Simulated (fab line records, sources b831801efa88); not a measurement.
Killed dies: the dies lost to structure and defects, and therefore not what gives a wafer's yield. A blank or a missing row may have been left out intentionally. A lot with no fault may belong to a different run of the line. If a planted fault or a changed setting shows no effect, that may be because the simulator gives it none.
Code-filled problem report in 8D (eight disciplines) form ; flow sky130 ; the parts of the form that need people (team, actions taken, sign-off) are left out

== 1. WHAT IS WRONG ==
Wafers free of any fault read 0.1268 ohm/sq (standard deviation 0.0017) for METAL2_ALCU_RS at SKY_METAL2_RS_MEAS_05, against a mean of 0.0888 ohm/sq on 2 wafers of 2 lots. That puts it -22 standard deviations away from the usual mean.
The step: measures by four-point-probe.
Seen first at day 38 05:42 on film_metro-04, wafer L306.1. Wafers with a number at this step in the record: 42, from 14 lots. Rule for "out" (also "out of limits"): further than 4 standard deviations from the usual mean. Any other wafer with a number is counted as sound.

== 2. WHAT IT IS AND WHAT IT IS NOT ==
question;is;is not
which readings at this step;METAL2_ALCU_RS;-
which lots;L306, L311;L296, L297, L299, L300, L301, L302, L303, L304, L305, L312, L317, L318
which wafers of those lots;L306.1, L311.5;L306.3, L306.4, L311.3, L311.6
read on which gauges;film_metro-04;film_metro-01, film_metro-03
when;from day 38 05:42;"up to then (29 sound wafers); but 11 sound wafers of L311, L312, L317, L318 came after"

== 3. WHAT RULES OUT EACH SUSPECT ==
Counting: any tool at a process step up to the reading remains a suspect provided it ran every lot that is out. Sound lots after the first of them don't rule it out here, since some wafers of a struck lot are sound.
- ruled out: the gauge at SKY_METAL2_RS_MEAS_05. All the wafers that are out were read on film_metro-04, but those of them that SKY_METAL2_METAL_ETCH_19 has rows for are out there too, on other tools.
- cmp-01 at SKY_VIA1_CMP_02 (polishes SiO2): kept. It processed each lot that is out (first: L306, day 37 01:23); up to then, its last sound lot is L305 (day 37 00:10).
- pvd_sputter-04 at SKY_VIA1_SPUTTER_20 (material TiN, target thk 20 nm, time 80 s): kept. It processed each lot that is out (first: L306, day 38 04:53); up to then, its last sound lot is L304 (day 37 08:10).
- pvd_sputter-04 at SKY_METAL2_SPUTTER_02 (material AlCu, target thk 250 nm, time 13.3 s): kept. It processed each lot that is out (first: L306, day 38 05:37); up to then, its last sound lot is L304 (day 37 08:50).
Still standing after the count: cmp-01 at SKY_VIA1_CMP_02, pvd_sputter-04 at SKY_VIA1_SPUTTER_20, pvd_sputter-04 at SKY_METAL2_SPUTTER_02.

== 4. THE CAUSE (what the simulator had put in) ==
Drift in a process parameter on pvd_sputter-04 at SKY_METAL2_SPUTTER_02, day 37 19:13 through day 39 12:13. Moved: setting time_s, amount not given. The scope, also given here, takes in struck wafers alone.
After counting, 3 suspects remain, this tool included.

== 5. SEQUENCE OF EFFECTS, ordered by route ==
Each row: a reading whose mean over the struck wafers that have a number lies more than 3 standard deviations from the usual. Scope: only readings with a usual standard deviation given in the record; hours: median across lots of the time from each lot's start at the first step in this table that gives one to its start at this step; sigmas: change in usual standard deviations.
hours;step;reading;usual;on struck wafers;change;sigmas
0;SKY_METAL2_RS_MEAS_05;METAL2_ALCU_RS;0.1268 ohm/sq;0.0888;-0.0380;-22
4;SKY_METAL2_THK_MEAS_06;METAL2_ALCU_THK;253 nm;356;+104;+28
25;SKY_METAL2_METAL_ETCH_19;oes_product_au;0.854 a.u.;0.944;+0.090;+17
Process steps it contains:
- SKY_METAL2_METAL_ETCH_19: etches the open film in Cl2/BCl3, stops on SiO2, target depth 360 nm, time 78 s.

== 6. HOW IT WOULD HAVE BEEN CAUGHT EARLIER ==
10 hours passed between the start of the fault at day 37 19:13 and the first reading out of limits at a measuring or inspecting step in this record, taken at day 38 05:42.
No tool reading at SKY_METAL2_SPUTTER_02 that has a usual standard deviation in the record was out on any struck wafer, so an alarm limit of 4 standard deviations on those readings would not have fired.
Lots out: 2; of these, L311 started SKY_METAL2_SPUTTER_02 on pvd_sputter-04 after day 38 05:42. Had the tool been put on hold then, it would have been spared.
